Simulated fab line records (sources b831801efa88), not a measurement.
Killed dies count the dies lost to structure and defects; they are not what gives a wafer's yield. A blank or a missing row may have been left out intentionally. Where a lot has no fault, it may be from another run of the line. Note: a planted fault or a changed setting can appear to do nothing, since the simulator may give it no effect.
fab line records	flow gf180mcu
record: lots: 11	wafers: 33	last_day: 33
route steps=602 shown V4@500 M5@535 V5@545 TOP_METAL@569
lots with no fault: from the same line, run without faults
start_h: hours from the record's first day to the start of the lot's first wafer shown	wait_h: how many hours have passed since the lot's step before this one	" unchanged from the row above	L1.1+2: a single row standing in for several wafers	- value missing, or start not given	* or withheld: withheld	< > ~ a bound
route shown NAME@n: NAME is a module with steps in the file, n the number in the route of the first one	usual: mean/standard deviation of fault-free wafers	same: alike in all rows	chamber/n: place in a boat	sites: per-site readings	_std_site: the values' standard deviation	_edge_site: mean of outer sites minus mean of inner sites	radius_mm: how far each site lies from the wafer's centre	mask NAME#n: copy n	behind: the tool/chamber that last shaped the wafer	hold: reason for holding the lot/hours on hold/outcome of the hold	device: transistor that didn't switch, given as n, p or np	end of line: the route-end tests of the same wafers	where a step has no rows: the recipe by itself	killed: not the wafer's yield, but the dies lost to structure and defects at the first sort	map: a wafer's dies, marking killed ones x, the rest . and places with no die _
set.NAME: the setting that was run; set.NAME@STEP: the one run at that earlier step	model.NAME: the simulator's own value behind a step, which no gauge read
route steps across a sampled set of lots; one table per step, one row per wafer
services: the hour from which a tool's chamber was out of use, counted from the record's first day as start_h (under 0 if before that day), plus the number of hours and why
== steps ==
step: GF_V4_RS_MEAS_24
recipe: thk_meas_gauge: four-point-probe	reads: W_of_V4_CVD_23+TiN_of_V4_SPUTTER_22+Ti_of_V4_SPUTTER_21
usual: V4_W_RS: 0.329/0.0042
lot.wafer	tool	chamber	start_h	wait_h	V4_W_RS[ohm/sq]
L569.2	film_metro-02	-	561.22	0.1	0.336
L569.5	"	-	"	"	0.328
L569.6	"	-	"	"	0.335
L570.2	film_metro-01	-	585.81	0.1	0.329
L570.4	"	-	"	"	0.327
L570.5	"	-	"	"	0.327
L573.1	film_metro-02	-	602.62	0.1	0.324
L573.2	"	-	"	"	0.323
L573.4	"	-	"	"	0.332
L574.2	film_metro-02	-	612.84	0.1	0.329
L574.4	"	-	"	"	0.326
L574.6	"	-	"	"	0.332
L575.1	film_metro-02	-	614.37	0.1	0.332
L575.3	"	-	"	"	0.327
L575.5	"	-	"	"	0.332
L577.2	film_metro-03	-	633.73	0.1	0.322
L577.5	"	-	"	"	0.328
L577.6	"	-	"	"	0.324
L578.1	film_metro-02	-	644.21	0.1	0.323
L578.5	"	-	"	"	0.322
L578.6	"	-	"	"	0.321
L579.1	film_metro-02	-	645.72	0.1	0.335
L579.2	"	-	"	"	0.334
L579.5	"	-	"	"	0.335
L581.1	film_metro-02	-	656.42	0.1	0.331
L581.4	"	-	"	"	0.325
L581.5	"	-	"	"	0.328
L586.1	film_metro-02	-	689.79	0.1	0.336
L586.4	"	-	"	"	0.329
L586.6	"	-	"	"	0.338
L588.4	film_metro-03	-	704.76	0.1	0.331
L588.5	"	-	"	"	0.331
L588.6	"	-	"	"	0.333
step: GF_M5_ETCH_09
recipe: chemistry: CF4/O2	target: Si3N4	target_depth_nm: 52	source_w: 800	bias_w: 150	pressure_mtorr: 150	cf4_flow_sccm: 80	O2_flow_sccm: 10	time_s: 11.6
usual: drypump_motor_current_A: 5.7/0.41	oes_product_au: 0.998/0.011	throttle_valve_pct: 5.969/0.0095
same: time_s: 11.6
lot.wafer	tool	chamber	start_h	wait_h	drypump_motor_current_A	oes_product_au	rf_hours_counter_h	throttle_valve_pct
L569.2	rie_diel-01	3	604.96	0.0	5.5	1.013	22	5.970
L569.5	"	2	"	"	5.6	1.013	-	5.978
L569.6	"	1	"	"	5.6	0.999	-	5.960
L570.2	rie_diel-03	1	628.69	0.0	6.1	1.008	32	5.967
L570.4	"	0	"	"	4.9	1.006	6	5.976
L570.5	"	2	"	"	5.8	0.997	-	5.968
L573.1	rie_diel-02	0	643.61	0.0	5.4	0.983	4	5.957
L573.2	"	3	"	"	5.8	0.997	21	5.951
L573.4	"	3	"	"	5.8	0.993	-	5.968
L574.2	rie_diel-01	2	653.96	0.0	5.7	0.998	6	5.965
L574.4	"	3	"	"	5.5	1.001	23	5.968
L574.6	"	2	"	"	5.6	0.997	-	5.970
L575.1	rie_diel-02	2	656.12	0.0	5.5	0.976	46	5.970
L575.3	"	0	"	"	5.4	0.993	4	5.961
L575.5	"	2	"	"	5.5	0.976	-	5.961
L577.2	rie_diel-02	0	674.21	0.0	5.4	0.999	5	5.973
L577.5	"	1	"	"	6.2	0.991	-	5.969
L577.6	"	2	"	"	5.5	0.987	-	5.968
L578.1	rie_diel-02	0	684.02	0.0	5.4	0.997	5	5.969
L578.5	"	0	"	"	5.4	0.989	-	5.971
L578.6	"	1	"	"	6.2	0.987	-	5.962
L579.1	rie_diel-03	2	685.44	0.0	5.8	1.007	40	5.970
L579.2	"	3	"	"	6.3	0.995	17	5.978
L579.5	"	2	"	"	5.8	0.991	-	5.980
L581.1	rie_diel-01	3	696.31	0.0	5.4	1.023	24	5.986
L581.4	"	0	"	"	6.5	1.025	-	5.969
L581.5	"	2	"	"	5.7	1.001	-	5.974
L586.1	rie_diel-01	1	727.86	0.0	5.6	1.006	28	5.949
L586.4	"	0	"	"	6.5	1.007	53	5.987
L586.6	"	3	"	"	5.5	1.015	-	5.986
L588.4	rie_diel-01	0	740.86	0.0	6.5	1.013	53	5.996
L588.5	"	1	"	"	5.6	1.004	-	5.967
L588.6	"	2	"	"	5.6	1.009	-	5.966
step: GF_V5_BOW_MEAS_05
recipe: mode: bow
usual: V5_BOW: 137/9.5
lot.wafer	tool	chamber	start_h	wait_h	V5_BOW[um]
L569.2	film_metro-03	-	606.27	0.1	136
L569.5	"	-	"	"	149
L569.6	"	-	"	"	139
L570.2	film_metro-02	-	630.00	0.2	129
L570.4	"	-	"	"	139
L570.5	"	-	"	"	129
L573.1	film_metro-04	-	644.87	0.2	146
L573.2	"	-	"	"	136
L573.4	"	-	"	"	139
L574.2	film_metro-04	-	655.85	0.1	146
L574.4	"	-	"	"	130
L574.6	"	-	"	"	143
L575.1	film_metro-03	-	657.41	0.1	142
L575.3	"	-	"	"	140
L575.5	"	-	"	"	130
L577.2	film_metro-04	-	675.62	0.3	143
L577.5	"	-	"	"	147
L577.6	"	-	"	"	142
L578.1	film_metro-02	-	685.81	0.2	128
L578.5	"	-	"	"	141
L578.6	"	-	"	"	129
L579.1	film_metro-03	-	686.81	0.1	150
L579.2	"	-	"	"	142
L579.5	"	-	"	"	135
L581.1	film_metro-04	-	697.58	0.2	117
L581.4	"	-	"	"	122
L581.5	"	-	"	"	125
L586.1	film_metro-02	-	729.12	0.1	123
L586.4	"	-	"	"	138
L586.6	"	-	"	"	131
L588.4	film_metro-03	-	742.18	0.2	146
L588.5	"	-	"	"	132
L588.6	"	-	"	"	134
step: GF_TOP_METAL_SPUTTER_02
recipe: material: AlCu	target_thk_nm: 900	power_w: 10600	chamber_pressure_pa: 0.3	substrate_temp_c: 250	gas: Ar	time_s: 47.82
usual: throttle_valve_pct: 30.0/1
lot.wafer	tool	chamber	start_h	wait_h	throttle_valve_pct
L569.2	pvd_sputter-02	-	628.36	0.0	29.5
L569.5	"	-	"	"	28.4
L569.6	"	-	"	"	30.1
L570.2	pvd_sputter-03	-	651.58	0.0	28.4
L570.4	"	-	"	"	30.7
L570.5	"	-	"	"	30.1
L573.1	pvd_sputter-01	-	666.40	0.0	29.1
L573.2	"	-	"	"	30.2
L573.4	"	-	"	"	30.2
L574.2	pvd_sputter-01	-	677.35	0.0	30.1
L574.4	"	-	"	"	29.9
L574.6	"	-	"	"	30.5
L575.1	pvd_sputter-02	-	678.61	0.0	29.9
L575.3	"	-	"	"	32.2
L575.5	"	-	"	"	30.1
L577.2	pvd_sputter-02	-	696.18	0.0	30.2
L577.5	"	-	"	"	31.6
L577.6	"	-	"	"	29.6
L578.1	pvd_sputter-03	-	706.22	0.0	30.3
L578.5	"	-	"	"	29.1
L578.6	"	-	"	"	30.1
L579.1	pvd_sputter-03	-	707.60	0.0	28.2
L579.2	"	-	"	"	30.0
L579.5	"	-	"	"	30.2
L581.1	pvd_sputter-03	-	717.67	0.0	30.5
L581.4	"	-	"	"	30.0
L581.5	"	-	"	"	28.4
L586.1	pvd_sputter-03	-	748.41	0.0	29.5
L586.4	"	-	"	"	30.5
L586.6	"	-	"	"	30.9
L588.4	pvd_sputter-02	-	761.22	0.0	29.8
L588.5	"	-	"	"	28.4
L588.6	"	-	"	"	29.7
step: GF_TOP_METAL_RS_MEAS_05
recipe: thk_meas_gauge: four-point-probe	reads: TiN_of_TOP_METAL_SPUTTER_04+Ti_of_TOP_METAL_SPUTTER_03+AlCu_of_TOP_METAL_SPUTTER_02+TiN_of_TOP_METAL_SPUTTER_01+Ti_of_TOP_METAL_SPUTTER_00
usual: TOP_METAL_ALCU_RS: 0.03286/0.00029
lot.wafer	tool	chamber	start_h	wait_h	TOP_METAL_ALCU_RS[ohm/sq]
L569.2	film_metro-04	-	628.52	0.1	0.03315
L569.5	"	-	"	"	0.03288
L569.6	"	-	"	"	0.03241
L570.2	film_metro-01	-	651.69	0.0	0.03283
L570.4	"	-	"	"	0.03313
L570.5	"	-	"	"	0.03296
L573.1	film_metro-04	-	666.49	0.0	0.03326
L573.2	"	-	"	"	0.03267
L573.4	"	-	"	"	0.03269
L574.2	film_metro-01	-	677.46	0.0	0.03296
L574.4	"	-	"	"	0.03242
L574.6	"	-	"	"	0.0333
L575.1	film_metro-04	-	678.70	0.0	0.03295
L575.3	"	-	"	"	0.03263
L575.5	"	-	"	"	0.03286
L577.2	film_metro-01	-	696.29	0.0	0.03285
L577.5	"	-	"	"	0.03233
L577.6	"	-	"	"	0.03267
L578.1	film_metro-03	-	706.31	0.0	0.03298
L578.5	"	-	"	"	0.0328
L578.6	"	-	"	"	0.03284
L579.1	film_metro-04	-	707.69	0.0	0.03277
L579.2	"	-	"	"	0.03288
L579.5	"	-	"	"	0.03302
L581.1	film_metro-01	-	717.76	0.0	0.03341
L581.4	"	-	"	"	0.03316
L581.5	"	-	"	"	0.03275
L586.1	film_metro-03	-	748.50	0.0	0.03261
L586.4	"	-	"	"	0.03932
L586.6	"	-	"	"	0.03984
L588.4	film_metro-04	-	761.37	0.1	0.03286
L588.5	"	-	"	"	0.03321
L588.6	"	-	"	"	0.03337
step: GF_TOP_METAL_THK_MEAS_06
recipe: thk_meas_gauge: xrf	reads: AlCu_of_TOP_METAL_SPUTTER_02
usual: TOP_METAL_ALCU_THK: 889/8.3
lot.wafer	tool	chamber	start_h	wait_h	TOP_METAL_ALCU_THK[nm]
L569.2	film_metro-04	-	628.63	0.1	887
L569.5	"	-	"	"	887
L569.6	"	-	"	"	901
L570.2	film_metro-01	-	651.80	0.1	889
L570.4	"	-	"	"	882
L570.5	"	-	"	"	891
L573.1	film_metro-04	-	666.61	0.1	879
L573.2	"	-	"	"	895
L573.4	"	-	"	"	890
L574.2	film_metro-01	-	677.57	0.1	883
L574.4	"	-	"	"	901
L574.6	"	-	"	"	884
L575.1	film_metro-04	-	678.82	0.1	892
L575.3	"	-	"	"	899
L575.5	"	-	"	"	896
L577.2	film_metro-01	-	696.40	0.1	893
L577.5	"	-	"	"	905
L577.6	"	-	"	"	897
L578.1	film_metro-03	-	706.43	0.1	881
L578.5	"	-	"	"	886
L578.6	"	-	"	"	884
L579.1	film_metro-04	-	707.81	0.1	888
L579.2	"	-	"	"	888
L579.5	"	-	"	"	886
L581.1	film_metro-01	-	717.88	0.1	876
L581.4	"	-	"	"	879
L581.5	"	-	"	"	892
L586.1	film_metro-03	-	748.62	0.1	890
L586.4	"	-	"	"	746
L586.6	"	-	"	"	734
L588.4	film_metro-04	-	761.46	0.1	885
L588.5	"	-	"	"	872
L588.6	"	-	"	"	872
== services ==
tool	chamber	start_h	hours	kind
rie_diel-03	3	593.50	6.9	repair
rie_diel-03	0	599.70	8.5	repair
pvd_sputter-03	-	634.02	12.6	repair
rie_diel-01	-	638.41	14.6	pm
rie_diel-02	1	641.06	-	clean
rie_diel-02	1	641.06	17.9	scheduled_down
rie_diel-02	1	641.06	17.9	vent_cycle
rie_diel-03	-	647.53	0.2	repair
rie_diel-03	-	668.64	2.8	pm
rie_diel-03	1	673.23	7.8	repair
rie_diel-01	1	693.06	6.0	repair
rie_diel-01	3	698.73	9.5	repair
pvd_sputter-03	2	707.06	-	consumable_replace:kit
pvd_sputter-03	2	707.06	18.0	scheduled_down
pvd_sputter-03	2	707.06	18.0	vent_cycle
rie_diel-03	1	709.01	34.0	repair
rie_diel-02	0	715.37	12.7	repair
pvd_sputter-02	-	736.94	1.0	repair
rie_diel-01	0	744.22	-	clean
rie_diel-01	0	744.22	15.6	scheduled_down
rie_diel-01	0	744.22	15.6	vent_cycle
pvd_sputter-02	-	744.77	2.6	repair
rie_diel-03	3	748.56	7.7	repair
pvd_sputter-01	-	751.72	1.5	repair
== key ==
first_sign: step: GF_TOP_METAL_RS_MEAS_05	reading: TOP_METAL_ALCU_RS	direction: up	sigmas: 23	usual: 0.03286	struck: 0.03958
effect: step: GF_TOP_METAL_THK_MEAS_06	reading: TOP_METAL_ALCU_THK	direction: down	sigmas: 18	usual: 889	struck: 740
met_at GF_TOP_METAL_SPUTTER_02
struck_lots L586
struck_wafers L586.4,L586.6
not_acting_at GF_V4_RS_MEAS_24,GF_M5_ETCH_09,GF_V5_BOW_MEAS_05
onset_between 717.67 748.41
fault: kind: process_parameter_drift	tool: pvd_sputter-03	chamber: -	onset_h: 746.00	steps: GF_TOP_METAL_SPUTTER_02	channel: time_s	offset: *	shape: step	end_h: 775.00	acts_in: *	stated: *	scope: struck_wafers_only
